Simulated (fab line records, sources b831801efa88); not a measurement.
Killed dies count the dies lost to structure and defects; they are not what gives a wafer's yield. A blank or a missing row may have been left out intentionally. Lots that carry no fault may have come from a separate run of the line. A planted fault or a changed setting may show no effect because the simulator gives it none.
Chamber matching | flow gf180mcu | 4 sister chambers for GF_STI_CMP_25 on cmp-01
The step polishes, stops on Si3N4, t overpolish 33 s, target thk 524.6 nm. 4 wafers are shown with their chamber, then 7 later ones without.

== WAFERS WITH THEIR CHAMBER ==
wafer  | chamber | motor_current_A (A)
L640.2 | 1       | 10.9
L640.4 | 0       | 11.9
L641.5 | 2       | 11.9
L641.6 | 3       | 12.3

== WAFERS WITHOUT THEIR CHAMBER ==
wafer  | motor_current_A (A)
L642.5 | 12.2
L642.6 | 12.1
L644.2 | 11.1
L646.2 | 10.6
L646.5 | 12.6
L647.2 | 10.8
L647.6 | 10.5

== CHAMBER TAKEN BY EACH ==
wafer  | from the rows above          | in truth
L642.5 | can't be placed: 3 or 0 or 2 | 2
L642.6 | can't be placed: 0 or 2 or 3 | 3
L644.2 | 1                            | 1
L646.2 | 1                            | 1
L646.5 | can't be placed: 3 or 0 or 2 | 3
L647.2 | 1                            | 1
L647.6 | 1                            | 1
Placed correctly: 4 of 7. Can't be placed from these rows: 3 (the true chamber is among the candidates in 3). Wrongly placed: 0.
How it was worked out, from the rows above alone: a wafer's distance from a chamber is the root of the sum, over the readings, of the square of ((its reading less the chamber's mean) divided by the reading's scatter). The wafer belongs to the nearest chamber; if the next one is less than 2 further off, it can't be placed. The mean given for a chamber averages the wafers shown for that chamber. The scatter (one wafer shown for each chamber): square how far every hidden wafer sits from the nearest shown wafer, average those squares and take the square root.
